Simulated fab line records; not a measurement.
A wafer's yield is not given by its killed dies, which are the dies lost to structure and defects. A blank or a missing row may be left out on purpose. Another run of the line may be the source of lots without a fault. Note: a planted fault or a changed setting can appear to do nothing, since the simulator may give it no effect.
Split-lot experiment | flow sfq_line | 5 lots, 23 wafers read, on a route of 325 steps

THE SPLIT ITSELF
At SFQ_TRILAYER_I4_VIA_LITHO_COAT_108 (resist thk 62 nm), the setting resist_thk_nm was moved away from the recipe's 62 nm on 8 of the 23 wafers read, by -4.6% to +4.6%. This setting was run at the recipe's value on the other wafers.

The reading is taken at the split's own step.

THE READING
BARC_of_TRILAYER_I4_VIA_LITHO_COAT_108.thk_nm (the simulator's own value, which no gauge read), in nm, at SFQ_TRILAYER_I4_VIA_LITHO_COAT_108 (resist thk 62 nm). There is no usual value for it anywhere in the file. Across the 15 wafers here that went through the recipe, the average is 61.93 nm and the standard deviation 0.099 nm.

wafer  | tool, chamber at the split | resist_thk_nm as run, nm | against the recipe | BARC_of_TRILAYER_I4_VIA_LITHO_COAT_108.thk_nm, nm | against lot-mates on the recipe
L074.1 | litho_track-01, 0          | 62                       | recipe             | 61.87                                             | -
L074.2 | litho_track-01, 0          | 59.15                    | -4.6%              | 59                                                | -2.86
L074.3 | litho_track-01, 0          | 59.15                    | -4.6%              | 59.11                                             | -2.75
L074.4 | litho_track-01, 0          | 62                       | recipe             | 61.84                                             | -
L074.5 | litho_track-01, 0          | 59.15                    | -4.6%              | 58.95                                             | -2.91
L077.1 | litho_track-01, 0          | 62                       | recipe             | 61.99                                             | -
L077.4 | litho_track-01, 0          | 62                       | recipe             | 62.14                                             | -
L077.5 | litho_track-01, 0          | 62                       | recipe             | 62.09                                             | -
L082.1 | litho_track-02, 0          | 62                       | recipe             | 61.84                                             | -
L082.2 | litho_track-02, 0          | 62                       | recipe             | 61.9                                              | -
L082.3 | litho_track-02, 0          | 64.87                    | +4.6%              | 64.74                                             | +2.87
L082.4 | litho_track-02, 0          | 64.87                    | +4.6%              | 64.49                                             | +2.62
L082.5 | litho_track-02, 0          | 64.87                    | +4.6%              | 64.56                                             | +2.69
L084.1 | litho_track-01, 0          | 62                       | recipe             | 61.97                                             | -
L084.3 | litho_track-01, 0          | 62                       | recipe             | 61.97                                             | -
L084.4 | litho_track-01, 0          | 59.84                    | -3.5%              | 59.6                                              | -2.37
L084.5 | litho_track-01, 0          | 59.84                    | -3.5%              | 59.63                                             | -2.34
L084.6 | litho_track-01, 0          | 62                       | recipe             | 61.96                                             | -
L085.1 | litho_track-01, 0          | 62                       | recipe             | 61.84                                             | -
L085.2 | litho_track-01, 0          | 62                       | recipe             | 61.74                                             | -
L085.3 | litho_track-01, 0          | 62                       | recipe             | 61.97                                             | -
L085.4 | litho_track-01, 0          | 62                       | recipe             | 61.91                                             | -
L085.6 | litho_track-01, 0          | 62                       | recipe             | 61.89                                             | -

FIT RESULTS
A straight line over all 23 wafers: BARC_of_TRILAYER_I4_VIA_LITHO_COAT_108.thk_nm changes by +0.612 nm for each +1% of resist_thk_nm; r = +1.00; the points scatter about the line by 0.12 nm.
The same after taking each lot's own level away (the mean of its wafers on the recipe; 23 wafers): +0.613 nm for each +1%; r = +1.00; scatter 0.096 nm.
According to that fit, moving resist_thk_nm by its largest amount changes the reading by 2.8 nm.
From 61.855 to 62.073 nm: that is the span of the lots' own levels, equal to 2.2 times the standard deviation above.
The two slopes agree, so the slope changes little with the lot-to-lot level.
Check: +2.78 nm against its lot-mates is what the line predicts for one of the wafers moved furthest among these (+4.6%) when that wafer is left out of the fit. Against them it came out at +2.87 nm.

THE OTHER SPLITS THESE WAFERS WENT THROUGH
These wafers also went through other splits before the reading. Each is held against what the fit with the lots' levels taken away leaves over:
other split on the same wafers                    | wafers away from the commonest value | r with BARC_of_TRILAYER_I4_VIA_LITHO_COAT_108.thk_nm (lot level and that fit taken away)
SFQ_TRILAYER_M1_LITHO_EXPOSE_040 dose_mj          | 5                                    | +0.16
SFQ_TRILAYER_I1_CMP_CMP_046 leave_above_ref_nm    | 10                                   | +0.08
SFQ_TRILAYER_I1_VIA_BARC_OPEN_VIA_ETCH_071 bias_w | 5                                    | -0.32
SFQ_TRILAYER_M2_LITHO_EXPOSE_058 dose_mj          | 9                                    | +0.02
SFQ_TRILAYER_I2_CMP_CMP_064 down_force_psi        | 9                                    | -0.04
SFQ_TRILAYER_M3_DEP_SPUTTER_073 time_s            | 9                                    | -0.35
SFQ_TRILAYER_M3_LITHO_COAT_075 spin_rpm           | 8                                    | +0.20
SFQ_TRILAYER_M3_ETCH_METAL_ETCH_078 bias_w        | 5                                    | -0.25
SFQ_TRILAYER_M4_LITHO_COAT_098 spin_rpm           | 7                                    | +0.18

FILE'S OWN FIT
BARC_of_TRILAYER_I4_VIA_LITHO_COAT_108.thk_nm changes by +0.619 nm for each +1% of resist_thk_nm, r = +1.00.
